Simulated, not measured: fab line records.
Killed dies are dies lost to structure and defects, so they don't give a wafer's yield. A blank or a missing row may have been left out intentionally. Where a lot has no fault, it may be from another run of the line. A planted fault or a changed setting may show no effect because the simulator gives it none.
Which of the tools did it?	flow gf180mcu	38 wafers from 13 lots sampled at 2 of the route's 602 steps

## WHAT EACH GAUGE READ, for each wafer
GF_VT_IMPLANT_OVL_MEAS_40.
lot	measured	on	VT_IMPLANT_03_OVL (nm)
L648	day 7 12:16	overlay-02	0.5 0.2 -0.3
L649	day 7 20:19	overlay-02	1.3 0.8 0.6
L650	day 8 02:25	overlay-02	-1.3 -1.0 -2.1
L651	day 8 09:40	overlay-01	-1.7 -0.2 -1.2
L652	day 8 14:56	overlay-01	-0.9 -0.1 0.9
L654	day 9 06:19	overlay-01	1.6 1.9 2.6
L655	day 9 18:31	overlay-02	1.5 0.4 3.1
L657	day 10 03:19	overlay-02	-0.3 0.6 0.0
L658	day 10 09:26	overlay-02	0.4 2.0 0.6
L659	day 10 18:22	overlay-01	-1.5 -3.2 -1.5
L665	day 12 09:52	overlay-01	-0.8 -0.5
L670	day 13 19:13	overlay-02	-0.3 -0.1 -1.1
L671	day 14 02:37	overlay-02	-1.7 -0.5 0.6

GF_VT_IMPLANT_RS_MEAS_46: measures by four-point-probe.
lot	measured	on	MVSD_RS (ohm/sq)
L648	day 7 12:46	film-metro-03	456.6 457.1 457.1
L649	day 7 20:49	film-metro-04	455.6 454.6 455.7
L650	day 8 03:01	film-metro-01	456.9 456.5 456.6
L651	day 8 10:11	film-metro-03	457.2 455.0 457.0
L652	day 8 15:27	film-metro-03	458.1 459.1 456.7
L654	day 9 06:49	film-metro-01	455.2 457.6 458.4
L655	day 9 19:02	film-metro-04	455.3 454.8 455.7
L657	day 10 03:50	film-metro-01	455.8 457.0 456.5
L658	day 10 09:56	film-metro-01	455.5 454.4 455.6
L659	day 10 18:54	film-metro-01	454.9 455.5 455.8
L665	day 12 10:24	film-metro-03	458.5 458.7
L670	day 13 19:53	film-metro-03	456.1 456.3 455.5
L671	day 14 03:07	film-metro-01	456.4 456.2 457.2

## WHAT TOOL EACH LOT RAN ON (gives the tool, then ch and the chambers of the sampled wafers, and finally the start)
No process step before these readings appears in the record.

## WHAT THE TOOLS THEMSELVES READ (means of the sampled wafers that have a number; where no wafer has one, the mark that the record gives instead)
The record holds no such reading with a usual standard deviation.

## THE ANSWER, worked out from the rows above alone
Rule: the lots themselves supply what counts as usual. The widest of any qualifying gaps counts: lots, ordered by their means at a reading, are off when they make up no more than a third of the lots, leave a main group of 4 or more, and stand apart from it by 3 or more times the standard deviation of that group's means. A main group whose means are all the same, to the digits that the tables above print for the reading, isn't used. Also off: a lot with no number at a reading for which 4 or more lots have one. The other lots that the step has rows for count as sound. After the gauges, taken in route order, come the tools' own readings; for these a lot's mean is taken, as printed above. The first step at which some lot is off is used, and at that step the reading that is off furthest; a lot without a number counts as furthest.
Nothing can be told from this: no lot is off at any reading shown.

## WHAT THE SIMULATOR HAD INSERTED
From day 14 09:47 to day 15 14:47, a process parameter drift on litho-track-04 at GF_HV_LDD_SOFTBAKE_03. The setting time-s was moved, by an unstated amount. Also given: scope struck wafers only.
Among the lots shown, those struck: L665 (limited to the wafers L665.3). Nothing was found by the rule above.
